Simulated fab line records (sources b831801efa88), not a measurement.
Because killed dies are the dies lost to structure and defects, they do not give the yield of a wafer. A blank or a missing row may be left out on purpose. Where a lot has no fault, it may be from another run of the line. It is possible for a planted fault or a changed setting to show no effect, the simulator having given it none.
A lot that was struck, set against a sound lot | flow sky130 | 15 out of 708 route steps
Sound: wafers L670.1, L670.2, L670.3. Struck: wafer L681.2 (left out: L681.1, L681.5 of the same lot, which were not struck); the cause appears at the end.
Per side, at each step with rows, come the tool, then ch with its chambers, and then its first start. Under that, the readings that differ: sound wafers | struck wafers | difference of the means | sigmas: that difference in standard deviations of wafers without a fault.
alike: readings with means less than 2 such deviations apart, plus words and numbers identical on both sides. not compared: withheld readings, readings lacking a value on some wafer, bounds such as >300 that could conceal the same value, and numbers that have no deviation in the record and whose values overlap.
A row with sigmas, a row that says differs or no value, or rows on one side alone: a step with any of these is where the two part. When numbers do not overlap yet have no deviation, they are printed without sigmas and do not part them. Lack of a reading on every wafer of one side parts them only where that side has two or more wafers.

first, 3 steps without rows for these wafers: SKY_PASSIVATION_EXPOSE_08 (exposes mask NSM, target cd 3000 nm); SKY_PASSIVATION_PEB_09; SKY_PASSIVATION_DEVELOP_10 (develop time 60 s).
SKY_PASSIVATION_ETCH_11: etches the open film in CF4/O2, stops on AlCu, target depth 725 nm, time 161.1 s.
  sound on rie diel-02 ch 0,1,3, day 47 03:39; struck on rie diel-02 ch 3, day 49 14:17
  alike: cf4 flow sccm, drypump motor current A, oes product au, rf fwd power W, throttle valve pct
  not compared: rf hours counter h
SKY_PASSIVATION_STRIP_12: strips in O2/N2.
  sound on plasma asher-02 ch 0,1, day 47 03:46; struck on plasma asher-01 ch 1, day 49 14:24
  reading                     | sound       | struck | difference | sigmas
  drypump motor current A (A) | 6.4 6.1 6.0 | 5.5    | -0.7       | -2
  alike: oes product au, strip time to endpoint s
  not compared: rf hours counter h
then, 7 steps without rows for these wafers: SKY_PAD_OPEN_DEHYDRATE_00 (time 60 s); SKY_PAD_OPEN_HMDS_01 (prime time 60 s); SKY_PAD_OPEN_COAT_02 (resist thk 3000 nm); SKY_PAD_OPEN_SOFTBAKE_03; SKY_PAD_OPEN_EXPOSE_04 (exposes mask PDM, target cd 60000 nm); SKY_PAD_OPEN_PEB_05; SKY_PAD_OPEN_DEVELOP_06 (develop time 60 s).
SKY_PAD_OPEN_ETCH_07: etches the open film in CF4/O2, stops on AlCu, target depth 725 nm, time 161.1 s.
  sound on rie diel-03 ch 0,1,3, day 47 23:26; struck on rie diel-01 ch 1, day 50 06:53
  reading                | sound             | struck | difference | sigmas
  rf fwd power W (W)     | 798.0 792.0 794.8 | 923.9  | +129.0     | +54
  rf hours counter h (h) | 18 12 15          | 2      | -13        |
  alike: cf4 flow sccm, drypump motor current A, oes product au, throttle valve pct
SKY_PAD_OPEN_STRIP_08: strips in O2/N2.
  sound on plasma asher-02 ch 0,1, day 47 23:32; struck on plasma asher-02 ch 1, day 50 06:59
  alike: drypump motor current A, oes product au
  not compared: rf hours counter h
SKY_PAD_OPEN_PROBE_99:
  sound on prober-02, day 48 02:01; struck on prober-02, day 50 09:17
  alike: defect limited yield, killed_at_M0_to_M3, killed_at_M4_up, killed at contacts, killed at front end, killed at other, killed dies, killed open, killed short, sort_bin_3_pad_short, sort_bin_5_function, sort_bin_6_memory, sort n pass, sort yield pct

WHERE THEY PART
First at SKY_PASSIVATION_STRIP_12; last, within this record, at SKY_PAD_OPEN_ETCH_07. Later steps at which nothing parts them and some readings are alike: SKY_PAD_OPEN_STRIP_08, SKY_PAD_OPEN_PROBE_99.

WHY: what the simulator had put in
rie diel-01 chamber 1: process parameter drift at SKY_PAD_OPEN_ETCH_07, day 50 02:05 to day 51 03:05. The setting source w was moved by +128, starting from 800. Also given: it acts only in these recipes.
